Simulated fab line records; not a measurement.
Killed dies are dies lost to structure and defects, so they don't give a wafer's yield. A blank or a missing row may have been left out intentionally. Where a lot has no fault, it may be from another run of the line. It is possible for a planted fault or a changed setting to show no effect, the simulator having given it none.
fab line records	flow sky130
record: lots: 12	wafers: 36	last-day: 49
route steps=708 shown PWDE@52 NWELL@58 PAD_OPEN@708
lots that met no fault: taken from a fault-free run of the same line
start-h: hours from the record's first day to the start of the lot's first wafer shown	wait-h: hours elapsed since this lot's preceding step	" identical to the entry in the row above	L1.1+2: several wafers, shown together as one row	- no value, or no start given	* or withheld: withheld	< > ~ a bound
route shown NAME@n: a module of which the file shows steps, and the number in the route of the first	usual: mean/standard deviation of fault-free wafers	same: alike in all rows	chamber/n: place in a boat	sites: each site's reading	_std_site: their standard deviation	_edge_site: outer sites' mean less inner sites'	radius-mm: how far each site lies from the wafer's centre	mask NAME#n: copy n	behind: the tool/chamber that last shaped the wafer	hold: why the lot was held/for how many hours/how that ended	device: the n, p or np transistor that did not switch	end of line: the route-end tests of the same wafers	a step without rows: its recipe alone	killed: not the wafer's yield, but the dies lost to structure and defects at the first sort	map: a wafer's dies, x killed, . not, _ none there
set.NAME: the run value of the setting; set.NAME@STEP: its run value at that earlier step	model.NAME: the simulator's own value behind a step, which no gauge read
steps of the route over a sample of lots; a table a step, a row a wafer
services: a tool's chamber out of use, with start hour (start-h, from the record's first day; less than 0 if before it), hours out, and reason
== steps ==
step: SKY_PWDE_OVL_MEAS_07
usual: PWDE_OVL: 1.1/1.4
lot.wafer	tool	chamber	start-h	wait-h	PWDE_OVL[nm]
L268.1	overlay-02	-	72.80	-	3.2
L268.4	"	-	"	"	2.3
L268.6	"	-	"	"	1.9
L267.1	overlay-01	-	73.15	-	1.9
L267.3	"	-	"	"	1.7
L267.4	"	-	"	"	2.0
L269.1	overlay-01	-	78.31	-	-0.7
L269.3	"	-	"	"	-0.2
L269.6	"	-	"	"	-0.5
L274.1	overlay-02	-	109.67	-	3.6
L274.3	"	-	"	"	2.9
L274.6	"	-	"	"	3.1
L276.3	overlay-02	-	120.81	-	3.0
L276.4	"	-	"	"	2.3
L276.5	"	-	"	"	1.9
L277.1	overlay-01	-	124.50	-	1.2
L277.4	"	-	"	"	1.6
L277.5	"	-	"	"	1.3
L278.1	overlay-01	-	131.41	-	1.5
L278.4	"	-	"	"	2.8
L278.6	"	-	"	"	0.6
L279.1	overlay-01	-	138.10	-	1.1
L279.4	"	-	"	"	1.9
L279.5	"	-	"	"	0.9
L283.3	overlay-01	-	166.41	-	-0.4
L283.5	"	-	"	"	-0.5
L283.6	"	-	"	"	-0.3
L285.2	overlay-01	-	174.10	-	0.9
L285.3	"	-	"	"	-0.4
L285.6	"	-	"	"	0.6
L286.1	overlay-01	-	180.60	-	-0.7
L286.4	"	-	"	"	0.1
L286.5	"	-	"	"	-0.1
L288.2	overlay-02	-	186.45	-	2.9
L288.4	"	-	"	"	3.3
L288.5	"	-	"	"	3.8
step: SKY_PWDE_STRIP_09
recipe: chemistry: O2/N2	power-w: 1400	pressure-mtorr: 1500	platen-temp-c: withheld	o2-flow-sccm: 3000	n2-flow-sccm: 300	overash-fraction: 0.5
usual: drypump-motor-current-A: 5.9/0.35	oes-product-au: 0.723/0.0042	strip-time-to-endpoint-s: 36.93/0.11
same: overash-fraction: 0.5
lot.wafer	tool	chamber	start-h	wait-h	drypump-motor-current-A	oes-product-au	rf-hours-counter-h	strip-time-to-endpoint-s
L268.1	plasma-asher-02	1	72.99	0.1	5.7	0.728	41	36.87
L268.4	"	1	"	"	5.6	0.729	-	36.79
L268.6	"	1	"	"	5.7	0.722	-	36.81
L267.1	plasma-asher-04	1	73.34	0.1	6.3	0.721	24	37.01
L267.3	"	0	"	"	5.5	0.721	-	36.97
L267.4	"	1	"	"	6.3	0.723	-	37.02
L269.1	plasma-asher-04	0	78.50	0.1	5.4	0.727	24	37.03
L269.3	"	1	"	"	6.3	0.730	-	37.02
L269.6	"	1	"	"	6.3	0.716	-	36.92
L274.1	plasma-asher-02	0	109.86	0.1	6.1	0.720	45	36.91
L274.3	"	1	"	"	5.6	0.720	-	36.97
L274.6	"	0	"	"	6.1	0.723	-	36.95
L276.3	plasma-asher-03	1	121.02	0.1	6.1	0.723	-	36.83
L276.4	"	0	"	"	5.6	0.712	-	36.98
L276.5	"	0	"	"	5.5	0.723	-	36.98
L277.1	plasma-asher-04	0	124.68	0.1	5.4	0.730	29	37.12
L277.4	"	0	"	"	5.4	0.725	-	37.04
L277.5	"	0	"	"	5.4	0.726	-	37.10
L278.1	plasma-asher-03	0	131.60	0.1	5.5	0.721	44	37.06
L278.4	"	0	"	"	5.6	0.731	-	36.90
L278.6	"	1	"	"	6.1	0.734	-	36.90
L279.1	plasma-asher-04	0	138.28	0.1	5.4	0.712	30	37.00
L279.4	"	0	"	"	5.4	0.720	-	36.94
L279.5	"	0	"	"	5.4	0.722	-	36.97
L283.3	plasma-asher-03	0	166.62	0.1	5.5	0.726	-	36.94
L283.5	"	1	"	"	6.1	0.727	-	36.99
L283.6	"	0	"	"	5.6	0.723	-	37.00
L285.2	plasma-asher-02	0	174.28	0.1	6.1	0.727	52	37.07
L285.3	"	0	"	"	6.1	0.727	-	37.10
L285.6	"	0	"	"	6.1	0.719	-	37.07
L286.1	plasma-asher-02	0	180.79	0.1	6.1	0.720	52	37.03
L286.4	"	1	"	"	5.7	0.727	-	36.94
L286.5	"	0	"	"	6.1	0.720	-	36.94
L288.2	plasma-asher-02	0	186.63	0.1	6.1	0.724	53	36.71
L288.4	"	0	"	"	6.1	0.721	-	36.74
L288.5	"	1	"	"	5.6	0.720	-	36.77
step: SKY_PWDE_TW_MEAS_10
usual: PWDE_TW: 375.5/2.3
lot.wafer	tool	chamber	start-h	wait-h	PWDE_TW
L268.1	film-metro-03	-	73.10	0.1	379.9
L268.4	"	-	"	"	377.1
L268.6	"	-	"	"	377.4
L267.1	film-metro-03	-	73.44	0.1	376.9
L267.3	"	-	"	"	377.7
L267.4	"	-	"	"	378.2
L269.1	film-metro-03	-	78.60	0.1	376.7
L269.3	"	-	"	"	378.3
L269.6	"	-	"	"	377.5
L274.1	film-metro-02	-	109.96	0.1	373.9
L274.3	"	-	"	"	375.9
L274.6	"	-	"	"	374.5
L276.3	film-metro-02	-	121.11	0.1	373.4
L276.4	"	-	"	"	376.3
L276.5	"	-	"	"	372.9
L277.1	film-metro-02	-	124.78	0.1	375.8
L277.4	"	-	"	"	375.2
L277.5	"	-	"	"	375.7
L278.1	film-metro-03	-	131.70	0.1	375.8
L278.4	"	-	"	"	376.1
L278.6	"	-	"	"	376.7
L279.1	film-metro-02	-	138.38	0.1	377.4
L279.4	"	-	"	"	376.1
L279.5	"	-	"	"	374.8
L283.3	film-metro-03	-	166.70	0.1	377.5
L283.5	"	-	"	"	376.7
L283.6	"	-	"	"	375.6
L285.2	film-metro-04	-	174.39	0.1	371.5
L285.3	"	-	"	"	372.9
L285.6	"	-	"	"	371.2
L286.1	film-metro-03	-	180.89	0.1	379.3
L286.4	"	-	"	"	377.1
L286.5	"	-	"	"	377.3
L288.2	film-metro-04	-	186.74	0.1	371.7
L288.4	"	-	"	"	372.6
L288.5	"	-	"	"	372.2
step: SKY_NWELL_COAT_05
recipe: spin-rpm: 2000	resist-thk-nm: 3000
usual: chill-plate-temp-C: 22.98/0.1	dispense-pressure-kPa: 52.8/1.6	exhaust-pa: 45.0/0.9
lot.wafer	tool	chamber	start-h	wait-h	chill-plate-temp-C	dispense-pressure-kPa	exhaust-pa
L268.1	litho-track-02	0	81.16	0.1	23.10	53.5	47.3
L268.4	"	0	"	"	22.96	53.4	46.0
L268.6	"	0	"	"	22.94	53.5	47.1
L267.1	litho-track-04	0	81.60	0.1	22.86	54.0	43.8
L267.3	"	0	"	"	22.93	54.0	45.1
L267.4	"	0	"	"	23.07	54.0	44.5
L269.1	litho-track-02	0	86.51	0.1	22.76	53.5	45.1
L269.3	"	0	"	"	22.79	53.5	45.0
L269.6	"	0	"	"	22.76	53.5	45.1
L274.1	litho-track-03	0	119.10	0.1	23.26	49.9	44.8
L274.3	"	0	"	"	23.08	50.0	46.6
L274.6	"	0	"	"	23.11	50.0	45.8
L276.3	litho-track-04	-	129.65	0.1	-	-	-
L276.4	"	-	"	"	-	-	-
L276.5	"	-	"	"	-	-	-
L277.1	litho-track-03	-	132.95	0.1	-	-	-
L277.4	"	-	"	"	-	-	-
L277.5	"	-	"	"	-	-	-
L278.1	litho-track-03	-	141.05	0.1	-	-	-
L278.4	"	-	"	"	-	-	-
L278.6	"	-	"	"	-	-	-
L279.1	litho-track-04	0	146.75	0.1	22.82	54.0	43.7
L279.4	"	0	"	"	22.94	54.0	43.6
L279.5	"	0	"	"	22.83	54.0	45.3
L283.3	litho-track-04	0	176.20	0.1	23.12	54.0	44.6
L283.5	"	0	"	"	22.97	54.0	45.1
L283.6	"	0	"	"	23.02	54.0	44.9
L285.2	litho-track-03	0	184.92	0.1	22.97	50.0	45.1
L285.3	"	0	"	"	23.04	50.0	44.1
L285.6	"	0	"	"	23.06	50.0	44.1
L286.1	litho-track-03	0	191.20	0.1	22.94	50.0	45.2
L286.4	"	0	"	"	23.03	50.0	46.9
L286.5	"	0	"	"	22.98	50.0	45.8
L288.2	litho-track-04	0	197.02	0.1	22.90	54.0	43.7
L288.4	"	0	"	"	23.04	54.0	45.5
L288.5	"	0	"	"	22.94	54.0	44.3
step: SKY_NWELL_OVL_MEAS_10
usual: NWELL_00_OVL: 0.6/1.5
lot.wafer	tool	chamber	start-h	wait-h	NWELL_00_OVL[nm]
L268.1	overlay-01	-	90.05	-	0.0
L268.4	"	-	"	"	-0.6
L268.6	"	-	"	"	1.2
L267.1	overlay-02	-	90.15	-	1.1
L267.3	"	-	"	"	2.2
L267.4	"	-	"	"	2.2
L269.1	overlay-01	-	94.85	-	-1.7
L269.3	"	-	"	"	-1.4
L269.6	"	-	"	"	0.3
L274.1	overlay-02	-	128.61	-	1.6
L274.3	"	-	"	"	0.6
L274.6	"	-	"	"	-0.3
L276.3	overlay-01	-	138.91	-	-
L276.4	"	-	"	"	-
L276.5	"	-	"	"	-
L277.1	overlay-01	-	142.16	-	-
L277.4	"	-	"	"	-
L277.5	"	-	"	"	-
L278.1	overlay-02	-	150.55	-	-
L278.4	"	-	"	"	-
L278.6	"	-	"	"	-
L279.1	overlay-01	-	157.40	-	1.0
L279.4	"	-	"	"	1.5
L279.5	"	-	"	"	0.5
L283.3	overlay-02	-	186.86	-	1.2
L283.5	"	-	"	"	-1.0
L283.6	"	-	"	"	-0.7
L285.2	overlay-01	-	194.97	-	1.7
L285.3	"	-	"	"	0.9
L285.6	"	-	"	"	-0.2
L286.1	overlay-02	-	202.25	-	-0.4
L286.4	"	-	"	"	-1.0
L286.5	"	-	"	"	-0.1
L288.2	overlay-02	-	207.15	-	2.3
L288.4	"	-	"	"	3.2
L288.5	"	-	"	"	5.1
step: SKY_NWELL_TW_MEAS_26
usual: NWELL_2_TW: 499.7/2.7
lot.wafer	tool	chamber	start-h	wait-h	NWELL_2_TW
L268.1	film-metro-02	-	108.48	0.1	499.3
L268.4	"	-	"	"	496.2
L268.6	"	-	"	"	498.7
L267.1	film-metro-03	-	108.54	0.1	500.9
L267.3	"	-	"	"	501.5
L267.4	"	-	"	"	500.8
L269.1	film-metro-03	-	112.24	0.1	499.7
L269.3	"	-	"	"	502.2
L269.6	"	-	"	"	500.9
L274.1	film-metro-03	-	147.20	0.1	506.3
L274.3	"	-	"	"	501.4
L274.6	"	-	"	"	504.3
L276.3	film-metro-03	-	159.00	0.1	1850.8
L276.4	"	-	"	"	1838.1
L276.5	"	-	"	"	1856.7
L277.1	film-metro-03	-	163.00	0.1	1847.8
L277.4	"	-	"	"	1833.1
L277.5	"	-	"	"	1863.3
L278.1	film-metro-02	-	171.84	0.1	1843.5
L278.4	"	-	"	"	1842.2
L278.6	"	-	"	"	1847.0
L279.1	film-metro-02	-	178.12	0.1	500.9
L279.4	"	-	"	"	500.2
L279.5	"	-	"	"	497.2
L283.3	film-metro-03	-	207.80	0.1	504.3
L283.5	"	-	"	"	504.4
L283.6	"	-	"	"	501.5
L285.2	film-metro-02	-	215.49	0.1	500.3
L285.3	"	-	"	"	499.1
L285.6	"	-	"	"	499.8
L286.1	film-metro-03	-	223.95	0.1	498.6
L286.4	"	-	"	"	497.5
L286.5	"	-	"	"	497.9
L288.2	film-metro-02	-	228.85	0.1	497.8
L288.4	"	-	"	"	497.2
L288.5	"	-	"	"	497.2
step: SKY_PAD_OPEN_PROBE_99
usual: killed_at_M0_to_M3: 44/7.2	killed_at_M4_up: 3.1/1.8	killed-at-contacts: 25/5.2	killed-at-front-end: 15/3.9	killed-at-other: 0.2/0.5	killed-dies: 86/9.5	killed-on-rim: 17/3.5	killed-open: 47/7.3	killed-short: 40/6
same: gross-dies: 492	killed-at-back-side: 0
lot.wafer	tool	chamber	start-h	wait-h	killed_at_M0_to_M3	killed_at_M4_up	killed-at-contacts	killed-at-front-end	killed-at-other	killed-dies	killed-on-rim	killed-open	killed-short
L276.3	prober-02	-	1134.59	0.2	38	3	25	426	0	492	96	50	35
L276.4	prober-02	-	1134.64	0.2	47	4	23	418	0	492	96	51	41
L276.5	prober-02	-	1134.69	0.2	45	2	28	417	0	492	96	47	49
L277.1	prober-01	-	1134.82	0.1	43	2	23	423	1	492	96	50	35
L277.4	prober-01	-	1134.97	0.2	41	4	34	413	0	492	96	40	42
L277.5	prober-01	-	1135.02	0.2	43	4	17	428	0	492	96	37	38
L278.1	prober-02	-	1142.52	0.1	42	4	25	421	0	492	96	45	42
L278.4	prober-02	-	1142.67	0.2	57	1	24	410	0	492	96	59	34
L278.6	prober-02	-	1142.77	0.2	40	1	25	426	0	492	96	40	38
L279.4	prober-01	-	1143.62	0.2	37	1	28	24	0	90	15	48	42
L279.5	prober-01	-	1143.67	0.2	59	2	22	16	0	99	14	56	43
killed by level:class
L276.3 NWELL:area-expose=407 VIA1:geometric-particle:open=13 LI_CONTACT:geometric-particle:open=9 FIELD_ISO:geometric-particle:short=6 CONTACT:geometric-particle:open=6 SPACER:geometric-particle:short=4 CONTACT:geometric-particle:short=4 METAL2:geometric-particle:short=4
L276.4 NWELL:area-expose=400 VIA1:geometric-particle:open=13 VIA3:geometric-particle:open=10 METAL2:geometric-particle:short=9 LOCAL_INTERCONNECT:geometric-particle:short=7 LI_CONTACT:geometric-particle:open=6 FIELD_ISO:geometric-particle:open=5 CONTACT:geometric-particle:short=5
L276.5 NWELL:area-expose=396 LI_CONTACT:geometric-particle:open=11 VIA1:geometric-particle:open=10 METAL2:geometric-particle:short=9 LOCAL_INTERCONNECT:geometric-particle:short=6 VIA3:geometric-particle:open=6 FIELD_ISO:geometric-particle:short=5 POLY_GATE:geometric-particle:short=5
L277.1 NWELL:area-expose=407 VIA1:geometric-particle:open=8 LI_CONTACT:geometric-particle:open=7 CONTACT:geometric-particle:open=7 VIA3:geometric-particle:open=6 VIA2:geometric-particle:open=6 FIELD_ISO:geometric-particle:open=5 METAL2:geometric-particle:short=5
L277.4 NWELL:area-expose=410 LI_CONTACT:geometric-particle:open=13 VIA3:geometric-particle:short=7 VIA1:geometric-particle:open=7 VIA2:geometric-particle:short=6 VIA2:geometric-particle:open=6 LOCAL_INTERCONNECT:geometric-particle:short=6 CONTACT:geometric-particle:short=6
L277.5 NWELL:area-expose=417 VIA1:geometric-particle:open=14 VIA2:geometric-particle:open=7 METAL2:geometric-particle:short=7 CONTACT:geometric-particle:short=6 METAL1:geometric-particle:short=6 LI_CONTACT:geometric-particle:short=4 CONTACT:geometric-particle:open=3
L278.1 NWELL:area-expose=405 VIA1:geometric-particle:open=10 CONTACT:geometric-particle:short=8 LI_CONTACT:geometric-particle:open=7 VIA1:geometric-particle:short=7 CONTACT:geometric-particle:open=6 VIA2:geometric-particle:short=6 POLY_GATE:geometric-particle:short=5
L278.4 NWELL:area-expose=399 VIA1:geometric-particle:open=15 VIA3:geometric-particle:open=10 CONTACT:geometric-particle:open=10 VIA2:geometric-particle:open=7 LI_CONTACT:geometric-particle:open=5 CONTACT:geometric-particle:short=5 POLY_GATE:geometric-particle:short=4
L278.6 NWELL:area-expose=414 VIA1:geometric-particle:open=8 CONTACT:geometric-particle:open=7 VIA1:geometric-particle:short=7 LI_CONTACT:geometric-particle:open=6 VIA3:geometric-particle:open=6 CONTACT:geometric-particle:short=5 METAL1:geometric-particle:short=5
L279.4 CONTACT:geometric-particle:open=13 FIELD_ISO:geometric-particle:short=9 VIA1:geometric-particle:open=8 LI_CONTACT:geometric-particle:open=7 METAL1:geometric-particle:short=7 FIELD_ISO:geometric-particle:open=5 POLY_GATE:geometric-particle:short=5 POLY_GATE:geometric-particle:open=4
L279.5 VIA1:geometric-particle:open=14 VIA2:geometric-particle:open=14 VIA3:geometric-particle:open=8 METAL1:geometric-particle:short=7 VIA1:geometric-particle:short=7 FIELD_ISO:geometric-particle:short=6 LOCAL_INTERCONNECT:geometric-particle:short=6 CONTACT:geometric-particle:open=5
== services ==
tool	chamber	start-h	hours	kind
plasma-asher-02	-	92.35	0.8	repair
plasma-asher-03	-	167.04	19.2	repair
== key ==
first-sign: step: SKY_NWELL_COAT_05	reading: tool-record	direction: missing
effect: step: SKY_NWELL_OVL_MEAS_10	reading: NWELL_00_OVL	direction: missing
effect: step: SKY_NWELL_TW_MEAS_26	reading: NWELL_2_TW	direction: up	sigmas: 99+	usual: 499.7	struck: 1847.0
effect: step: SKY_PAD_OPEN_PROBE_99	reading: killed-at-front-end	direction: up	sigmas: 99+	usual: 15	struck: 420
more-kills-born-at: SKY_NWELL_EXPOSE_07@iline-stepper-02: 3655
met-at SKY_NWELL_COAT_05
struck-lots L276,L277,L278
tester-left-out L276,L277,L278
not-acting-at SKY_PWDE_OVL_MEAS_07,SKY_PWDE_STRIP_09,SKY_PWDE_TW_MEAS_10
onset-between 119.10 129.65
fault: kind: skipped-step-whole	tool: litho-track-03,litho-track-04	chamber: -	onset-h: 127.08	steps: SKY_NWELL_COAT_05	scope: struck-lots-only
tester-left-out: of these lots the tester's yield and bins aren't shown, on N5 and GAA mostly nor the transistor test; their killed dies are dies lost to structure and defects alone, not to doping, threshold or leakage, so they don't give the yield
